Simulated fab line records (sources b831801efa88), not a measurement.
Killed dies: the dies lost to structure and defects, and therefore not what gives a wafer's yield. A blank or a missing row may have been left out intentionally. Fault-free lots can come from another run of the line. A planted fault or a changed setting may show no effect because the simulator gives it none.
Which tool is to blame? | flow sky130 | route of 708 steps, sampled at 1 step: 10 lots, 30 wafers

## WHAT THE GAUGES READ, wafer by wafer
SKY_METAL4_CD_MEAS_13: target cd 300 nm.
lot  | measured     | on        | cd-nm (nm)
L412 | day 41 18:09 | cd-sem-01 | 301.2 301.2 300.6
L414 | day 42 17:20 | cd-sem-02 | 302.4 302.5 301.9
L415 | day 42 19:13 | cd-sem-02 | 301.4 301.3 300.8
L416 | day 43 03:43 | cd-sem-02 | 299.2 300.3 300.2
L420 | day 44 10:20 | cd-sem-01 | 302.6 299.0 301.2
L423 | day 45 00:03 | cd-sem-02 | 299.9 300.1 300.8
L425 | day 45 21:16 | cd-sem-01 | 302.5 302.4 300.7
L426 | day 46 03:29 | cd-sem-01 | 302.6 301.5 302.9
L427 | day 46 05:51 | cd-sem-01 | 302.7 303.3 302.6
L434 | day 48 07:18 | cd-sem-01 | 301.3 301.2 302.4

## WHAT TOOL EACH LOT RAN ON (gives the tool, then ch and the chambers of the sampled wafers, and finally the start)
The record shows no process step preceding these readings.

## THE ANSWER, worked out from the rows above alone
Rule: the lots themselves supply what counts as usual. The widest of any qualifying gaps counts: lots, ordered by their means at a reading, are off when they make up no more than a third of the lots, leave a main group of 4 or more, and stand apart from it by 3 or more times the standard deviation of that group's means. Not used: any main group whose means are identical at the precision the tables above print for the reading. Also off: a lot with no number at a reading for which 4 or more lots have one. The other lots that the step has rows for count as sound.
No lot is off at any reading shown: from this, nothing can be told.

## WHAT THE SIMULATOR HAD INSERTED
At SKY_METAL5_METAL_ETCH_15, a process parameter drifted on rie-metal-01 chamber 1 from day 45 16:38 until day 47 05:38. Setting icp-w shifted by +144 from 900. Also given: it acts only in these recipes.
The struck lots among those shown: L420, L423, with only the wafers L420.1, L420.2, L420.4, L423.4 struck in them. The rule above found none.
